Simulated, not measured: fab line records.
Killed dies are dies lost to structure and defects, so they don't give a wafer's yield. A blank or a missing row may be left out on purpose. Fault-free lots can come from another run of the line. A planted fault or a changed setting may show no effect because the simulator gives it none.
fab line records -- flow sky130
record lots=13, wafers=39, lastDay=50
route steps=708 shown SONOS_ONO@183 CAP2M@606 VIA4@650 PASSIVATION@682 PAD_OPEN@708
lots with no fault: from the same line, run without faults
startH: hours from the record's opening day to when the first of the lot's shown wafers began -- waitH: hours elapsed since this lot's preceding step -- " the same as in the row above -- L1.1+2: a single row standing in for several wafers -- - no value, or no start given -- * or withheld: withheld -- < > ~ a bound
route shown NAME@n: NAME is a module with steps in the file, n the number in the route of the first one -- usual: mean and standard deviation over wafers with no fault -- same: alike in all rows -- chamber/n: place in a boat -- sites: readings site by site -- _std_site: standard deviation across them -- _edge_site: outer sites' mean less inner sites' -- radiusMm: for every site, how far away it sits from the centre of the wafer -- mask NAME#n: copy n -- behind: tool/chamber where the wafer was last shaped -- hold: why the lot went on hold/how many hours it stayed there/how the hold came to an end -- device: whichever transistor did not switch (one of n, p or np) -- end of line: the same wafers' tests at the end of the route -- a step given without rows: its recipe and nothing more -- killed: not the wafer's yield, but the dies lost to structure and defects at the first sort -- map: a wafer's dies, x killed, . not, _ none there
set.NAME: the setting that was run; set.NAME@STEP: the one run at that earlier step -- model.NAME: the simulator's own value behind a step, which no gauge read
one table for each step of the route and one row for each wafer, over a sample of lots
services: a tool's chamber out of use, with start hour (startH, from the record's first day; less than 0 if before it), hours out, and reason
## steps
# step SKY_SONOS_ONO_ETCH_15
# recipe targetDepthNm=19.52, chemistry=CHF3/O2, sourceW=600, biasW=200, pressureMtorr=40, chf3FlowSccm=50, O2_flow_sccm=5, timeS=7.8
# usual O2_flow_sccm=4.999/0.014, drypumpMotorCurrentA=5.5/0.42, oesProductAu=0.999/0.007, throttleValvePct=8.823/0.0088
# same timeS=7.8
lot.wafer,tool,chamber,startH,waitH,O2_flow_sccm,drypumpMotorCurrentA,oesProductAu,rfHoursCounterH,throttleValvePct
L215.1,rieDiel-04,1,283.97,0.0,5.019,4.8,1.000,1,8.824
L215.4,rieDiel-04,3,283.97,0.0,4.981,6.2,0.990,0,8.809
L215.5,rieDiel-04,3,283.97,0.0,5.008,6.2,0.980,-,8.821
L216.2,rieDiel-04,1,299.12,0.0,4.999,4.8,0.994,1,8.807
L216.5,rieDiel-04,1,299.12,0.0,4.993,4.8,1.010,-,8.824
L216.6,rieDiel-04,0,299.12,0.0,5.022,5.1,1.004,-,8.819
L218.2,rieDiel-04,1,313.77,0.0,5.002,4.8,1.004,2,8.821
L218.5,rieDiel-04,0,313.77,0.0,5.009,5.1,1.015,-,8.819
L218.6,rieDiel-04,3,313.77,0.0,4.992,6.2,0.992,-,8.817
L219.1,rieDiel-04,1,319.77,0.0,4.976,4.8,0.994,2,8.824
L219.3,rieDiel-04,0,319.77,0.0,4.976,5.1,1.005,5,8.830
L219.6,rieDiel-04,0,319.77,0.0,4.981,5.1,1.004,-,8.828
L222.3,rieDiel-04,2,347.47,0.0,5.000,5.4,0.997,93,8.827
L222.4,rieDiel-04,2,347.47,0.0,5.009,5.4,0.997,-,8.824
L222.5,rieDiel-04,3,347.47,0.0,4.979,6.2,1.004,-,8.826
L223.1,rieDiel-01,0,358.17,0.0,5.024,5.5,1.003,76,8.821
L223.4,rieDiel-01,3,358.17,0.0,4.992,5.0,0.999,61,8.836
L223.6,rieDiel-01,3,358.17,0.0,5.010,5.0,0.998,-,8.831
L224.1,rieDiel-03,3,361.86,0.0,4.981,5.3,0.997,5,8.832
L224.2,rieDiel-03,1,361.86,0.0,4.959,5.5,0.986,2,8.806
L224.4,rieDiel-03,0,361.86,0.0,4.997,5.9,1.000,2,8.828
L226.1,rieDiel-03,1,378.97,0.0,4.977,5.5,0.993,2,8.813
L226.4,rieDiel-03,0,378.97,0.0,5.005,5.9,0.997,3,8.822
L226.6,rieDiel-03,0,378.97,0.0,5.003,5.9,0.988,-,8.806
L230.1,rieDiel-04,0,414.32,0.0,4.994,5.1,1.004,7,8.838
L230.4,rieDiel-04,2,414.32,0.0,4.994,5.4,0.995,94,8.828
L230.5,rieDiel-04,3,414.32,0.0,4.993,6.2,1.003,-,8.830
L233.2,rieDiel-04,2,436.92,0.0,5.024,5.4,1.002,94,8.813
L233.3,rieDiel-04,3,436.92,0.0,4.994,6.2,0.999,3,8.813
L233.6,rieDiel-04,1,436.92,0.0,4.990,4.8,1.005,-,8.831
L234.1,rieDiel-03,1,448.47,0.0,4.990,5.5,0.995,3,8.835
L234.2,rieDiel-03,2,448.47,0.0,4.989,5.6,1.001,92,8.821
L234.3,rieDiel-03,3,448.47,0.0,4.992,5.4,1.003,6,8.824
L235.1,rieDiel-04,3,454.46,0.0,4.995,6.2,1.003,3,8.826
L235.4,rieDiel-04,0,454.46,0.0,5.009,5.1,0.997,8,8.824
L235.5,rieDiel-04,2,454.46,0.0,5.000,5.4,1.016,-,8.831
L237.1,rieDiel-03,1,468.32,0.0,4.983,5.5,0.999,4,8.835
L237.3,rieDiel-03,2,468.32,0.0,4.995,5.7,1.002,93,8.820
L237.4,rieDiel-03,0,468.32,0.0,5.007,6.0,0.995,4,8.827
# step SKY_CAP2M_RS_MEAS_03
# recipe thkMeasGauge=four-point-probe, reads=TiN_of_CAP2M_SPUTTER_02
# usual CAP2M_TIN_RS=6.87/0.058
lot.wafer,tool,chamber,startH,waitH,CAP2M_TIN_RS[ohm/sq]
L215.1,filmMetro-01,-,928.76,0.1,6.94
L215.4,filmMetro-01,-,928.76,0.1,6.89
L215.5,filmMetro-01,-,928.76,0.1,6.92
L216.2,filmMetro-01,-,944.59,0.1,6.86
L216.5,filmMetro-01,-,944.59,0.1,6.88
L216.6,filmMetro-01,-,944.59,0.1,6.80
L218.2,filmMetro-04,-,958.50,0.1,6.82
L218.5,filmMetro-04,-,958.50,0.1,6.82
L218.6,filmMetro-04,-,958.50,0.1,6.79
L219.1,filmMetro-03,-,959.73,0.1,6.84
L219.3,filmMetro-03,-,959.73,0.1,6.90
L219.6,filmMetro-03,-,959.73,0.1,6.93
L222.3,filmMetro-01,-,987.88,0.1,6.83
L222.4,filmMetro-01,-,987.88,0.1,6.88
L222.5,filmMetro-01,-,987.88,0.1,6.85
L223.1,filmMetro-01,-,995.09,0.1,6.91
L223.4,filmMetro-01,-,995.09,0.1,6.88
L223.6,filmMetro-01,-,995.09,0.1,6.95
L224.1,filmMetro-01,-,997.68,0.1,6.79
L224.2,filmMetro-01,-,997.68,0.1,6.73
L224.4,filmMetro-01,-,997.68,0.1,6.77
L226.1,filmMetro-04,-,1012.31,0.1,6.78
L226.4,filmMetro-04,-,1012.31,0.1,6.77
L226.6,filmMetro-04,-,1012.31,0.1,6.81
L230.1,filmMetro-03,-,1040.24,0.1,6.97
L230.4,filmMetro-03,-,1040.24,0.1,6.97
L230.5,filmMetro-03,-,1040.24,0.1,6.99
L233.2,filmMetro-01,-,1056.14,0.1,6.83
L233.3,filmMetro-01,-,1056.14,0.1,6.78
L233.6,filmMetro-01,-,1056.14,0.1,6.89
L234.1,filmMetro-03,-,1063.82,0.1,6.86
L234.2,filmMetro-03,-,1063.82,0.1,6.84
L234.3,filmMetro-03,-,1063.82,0.1,6.82
L235.1,filmMetro-04,-,1068.11,0.1,6.81
L235.4,filmMetro-04,-,1068.11,0.1,6.84
L235.5,filmMetro-04,-,1068.11,0.1,6.83
L237.1,filmMetro-01,-,1076.50,0.1,6.85
L237.3,filmMetro-01,-,1076.50,0.1,6.86
L237.4,filmMetro-01,-,1076.50,0.1,6.83
# step SKY_VIA4_OVL_MEAS_11
# usual VIA4_OVL=1.0/1.6
lot.wafer,tool,chamber,startH,waitH,VIA4_OVL[nm]
L215.1,overlay-01,-,1003.45,0.1,-0.1
L215.4,overlay-01,-,1003.45,0.1,-0.8
L215.5,overlay-01,-,1003.45,0.1,-0.4
L216.2,overlay-02,-,1018.97,0.1,-1.1
L216.5,overlay-02,-,1018.97,0.1,1.0
L216.6,overlay-02,-,1018.97,0.1,-0.1
L218.2,overlay-01,-,1032.01,0.1,0.9
L218.5,overlay-01,-,1032.01,0.1,1.7
L218.6,overlay-01,-,1032.01,0.1,0.9
L219.1,overlay-02,-,1032.46,0.1,-0.2
L219.3,overlay-02,-,1032.46,0.1,-0.3
L219.6,overlay-02,-,1032.46,0.1,0.0
L222.3,overlay-02,-,1058.23,0.1,4.3
L222.4,overlay-02,-,1058.23,0.1,2.7
L222.5,overlay-02,-,1058.23,0.1,3.9
L223.1,overlay-02,-,1064.00,0.1,1.4
L223.4,overlay-02,-,1064.00,0.1,2.1
L223.6,overlay-02,-,1064.00,0.1,1.8
L224.1,overlay-02,-,1067.25,0.1,3.4
L224.2,overlay-02,-,1067.25,0.1,4.3
L224.4,overlay-02,-,1067.25,0.1,2.6
L226.1,overlay-02,-,1080.65,0.1,2.1
L226.4,overlay-02,-,1080.65,0.1,2.7
L226.6,overlay-02,-,1080.65,0.1,0.9
L230.1,overlay-02,-,1105.60,0.1,-1.5
L230.4,overlay-02,-,1105.60,0.1,-1.7
L230.5,overlay-02,-,1105.60,0.1,0.3
L233.2,overlay-01,-,1119.37,0.1,1.2
L233.3,overlay-01,-,1119.37,0.1,0.5
L233.6,overlay-01,-,1119.37,0.1,0.6
L234.1,overlay-02,-,1126.45,0.1,3.4
L234.2,overlay-02,-,1126.45,0.1,2.2
L234.3,overlay-02,-,1126.45,0.1,1.8
L235.1,overlay-01,-,1130.90,0.1,0.5
L235.4,overlay-01,-,1130.90,0.1,-2.4
L235.5,overlay-01,-,1130.90,0.1,0.4
L237.1,overlay-01,-,1139.05,0.1,0.7
L237.3,overlay-01,-,1139.05,0.1,0.9
L237.4,overlay-01,-,1139.05,0.1,-0.1
# step SKY_PASSIVATION_THK_MEAS_01
# recipe reads=SiO2_of_PASSIVATION_CVD_00
# usual PASSIVATION_CVD_00_THK=89.8/1.1
lot.wafer,tool,chamber,startH,waitH,PASSIVATION_CVD_00_THK[nm]
L215.1,filmMetro-04,-,1029.24,-,89.5
L215.4,filmMetro-04,-,1029.24,-,91.1
L215.5,filmMetro-04,-,1029.24,-,91.9
L216.2,filmMetro-02,-,1043.94,-,89.0
L216.5,filmMetro-02,-,1043.94,-,89.7
L216.6,filmMetro-02,-,1043.94,-,91.9
L218.2,filmMetro-01,-,1056.42,-,88.6
L218.5,filmMetro-01,-,1056.42,-,89.7
L218.6,filmMetro-01,-,1056.42,-,89.6
L219.1,filmMetro-01,-,1056.99,-,88.7
L219.3,filmMetro-01,-,1056.99,-,89.3
L219.6,filmMetro-01,-,1056.99,-,91.4
L222.3,filmMetro-04,-,1080.97,-,88.4
L222.4,filmMetro-04,-,1080.97,-,88.8
L222.5,filmMetro-04,-,1080.97,-,89.1
L223.1,filmMetro-02,-,1086.38,-,90.0
L223.4,filmMetro-02,-,1086.38,-,91.3
L223.6,filmMetro-02,-,1086.38,-,91.7
L224.1,filmMetro-04,-,1090.30,-,88.5
L224.2,filmMetro-04,-,1090.30,-,88.7
L224.4,filmMetro-04,-,1090.30,-,89.8
L226.1,filmMetro-01,-,1103.72,-,88.2
L226.4,filmMetro-01,-,1103.72,-,90.7
L226.6,filmMetro-01,-,1103.72,-,89.9
L230.1,filmMetro-01,-,1127.35,-,89.7
L230.4,filmMetro-01,-,1127.35,-,91.0
L230.5,filmMetro-01,-,1127.35,-,91.1
L233.2,filmMetro-02,-,1140.94,-,88.7
L233.3,filmMetro-02,-,1140.94,-,88.3
L233.6,filmMetro-02,-,1140.94,-,90.1
L234.1,filmMetro-01,-,1147.37,-,87.9
L234.2,filmMetro-01,-,1147.37,-,89.0
L234.3,filmMetro-01,-,1147.37,-,88.7
L235.1,filmMetro-02,-,1151.60,-,89.1
L235.4,filmMetro-02,-,1151.60,-,91.9
L235.5,filmMetro-02,-,1151.60,-,91.3
L237.1,filmMetro-02,-,1159.15,-,89.0
L237.3,filmMetro-02,-,1159.15,-,89.4
L237.4,filmMetro-02,-,1159.15,-,89.4
# step SKY_PAD_OPEN_PROBE_99
# usual killed_at_M0_to_M3=43/6.9, killed_at_M4_up=3.2/2, killedAtContacts=25/5.1, killedAtFrontEnd=15/4.5, killedAtOther=0.2/0.51, killedDies=85/9.5, killedOpen=48/6.9, killedShort=38/6.7
# same grossDies=492, killedAtBackSide=0
lot.wafer,tool,chamber,startH,waitH,killed_at_M0_to_M3,killed_at_M4_up,killedAtContacts,killedAtFrontEnd,killedAtOther,killedDies,killedOpen,killedShort
L230.1,prober-02,-,1165.47,0.1,41,4,30,12,0,87,50,37
L230.4,prober-02,-,1165.62,0.2,39,2,15,23,0,79,39,40
L230.5,prober-02,-,1165.67,0.2,59,2,28,20,0,109,59,50
L233.2,prober-01,-,1178.01,0.1,57,2,14,11,0,84,45,39
L233.3,prober-01,-,1178.06,0.2,43,8,20,56,0,127,38,47
L233.6,prober-01,-,1178.21,0.2,38,2,28,9,1,78,47,31
L235.1,prober-01,-,1187.28,0.1,26,4,30,55,1,116,35,38
L235.4,prober-01,-,1187.43,0.2,44,1,30,20,0,95,59,36
L235.5,prober-01,-,1187.48,0.2,32,2,17,16,0,67,39,28
# killed by level:class
L230.1 VIA1:geometricParticle:open=13 CONTACT:geometricParticle:open=11 VIA3:geometricParticle:open=7 LI_CONTACT:geometricParticle:open=6 CONTACT:geometricParticle:short=6 METAL1:geometricParticle:short=6 FIELD_ISO:geometricParticle:short=5 METAL2:geometricParticle:short=5
L230.4 FIELD_ISO:geometricParticle:short=8 CONTACT:geometricParticle:open=7 FIELD_ISO:geometricParticle:open=6 VIA1:geometricParticle:short=6 METAL1:geometricParticle:short=6 VIA1:geometricParticle:open=6 VIA2:geometricParticle:open=5 VIA2:geometricParticle:short=4
L230.5 CONTACT:geometricParticle:open=12 VIA3:geometricParticle:open=10 VIA1:geometricParticle:open=10 VIA1:geometricParticle:short=7 METAL1:geometricParticle:short=6 VIA3:geometricParticle:short=6 LI_CONTACT:geometricParticle:open=5 CONTACT:geometricParticle:short=5
L233.2 VIA3:geometricParticle:open=10 METAL1:geometricParticle:short=8 METAL2:geometricParticle:short=8 VIA1:geometricParticle:open=7 VIA1:geometricParticle:short=6 VIA2:geometricParticle:open=6 FIELD_ISO:geometricParticle:open=5 LI_CONTACT:geometricParticle:open=5
L233.3 SONOS_ONO:unspecified=42 VIA1:geometricParticle:open=9 CONTACT:geometricParticle:open=7 METAL1:geometricParticle:short=7 VIA2:geometricParticle:open=6 METAL4:geometricParticle:short=6 FIELD_ISO:geometricParticle:short=5 POLY_GATE:geometricParticle:short=5
L233.6 LI_CONTACT:geometricParticle:open=12 VIA1:geometricParticle:open=12 CONTACT:geometricParticle:open=9 METAL2:geometricParticle:short=6 METAL1:geometricParticle:short=5 VIA2:geometricParticle:open=4 POLY_GATE:geometricParticle:short=3 CONTACT:geometricParticle:short=3
L235.1 SONOS_ONO:unspecified=43 CONTACT:geometricParticle:short=11 LI_CONTACT:geometricParticle:open=8 CONTACT:geometricParticle:open=7 VIA1:geometricParticle:open=6 VIA3:geometricParticle:open=5 VIA1:geometricParticle:short=4 SPACER:geometricParticle:short=3
L235.4 FIELD_ISO:geometricParticle:open=9 LI_CONTACT:geometricParticle:open=9 CONTACT:geometricParticle:open=9 VIA3:geometricParticle:open=8 VIA1:geometricParticle:open=8 VIA2:geometricParticle:open=7 LI_CONTACT:geometricParticle:short=6 CONTACT:geometricParticle:short=5
L235.5 VIA1:geometricParticle:open=8 CONTACT:geometricParticle:open=6 VIA2:geometricParticle:open=5 METAL2:geometricParticle:short=5 VIA3:geometricParticle:open=5 LI_CONTACT:geometricParticle:open=4 FIELD_ISO:geometricParticle:open=4 POLY_GATE:geometricParticle:open=3
## services
tool,chamber,startH,hours,kind
rieDiel-04,3,269.73,-,clean
rieDiel-04,3,269.73,12.5,scheduledDown
rieDiel-04,3,269.73,12.5,ventCycle
rieDiel-01,2,336.07,10.1,repair
rieDiel-04,1,341.86,9.9,repair
rieDiel-04,-,367.94,0.2,repair
rieDiel-04,2,372.37,3.8,repair
rieDiel-01,-,372.65,2.8,pm
rieDiel-04,-,380.98,2.1,repair
rieDiel-04,-,391.67,0.4,repair
rieDiel-03,2,392.90,2.6,repair
rieDiel-03,0,412.91,2.7,repair
rieDiel-04,3,426.66,2.5,repair
## key
firstSign step=SKY_PAD_OPEN_PROBE_99, reading=killedAtFrontEnd, direction=up, sigmas=9, usual=15, struck=56
effect step=SKY_PAD_OPEN_PROBE_99, reading=killedDies, direction=up, sigmas=3.8, usual=85, struck=122
metAt SKY_SONOS_ONO_ETCH_15
struckLots L233,L235
struckWafers L233.3,L235.1
testerLeftOut L233,L235
notActingAt SKY_CAP2M_RS_MEAS_03,SKY_VIA4_OVL_MEAS_11,SKY_PASSIVATION_THK_MEAS_01
onsetBetween 414.32 436.92
fault kind=chamberParticleSource, tool=rieDiel-04, chamber=3, onsetH=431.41, steps=SKY_SONOS_ONO_ETCH_15, ratePerVisitCm2=0.482, endH=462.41
# testerLeftOut: of these lots the tester's yield and bins aren't shown, on N5 and GAA mostly nor the transistor test; their killed dies are dies lost to structure and defects alone, not to doping, threshold or leakage, so they don't give the yield
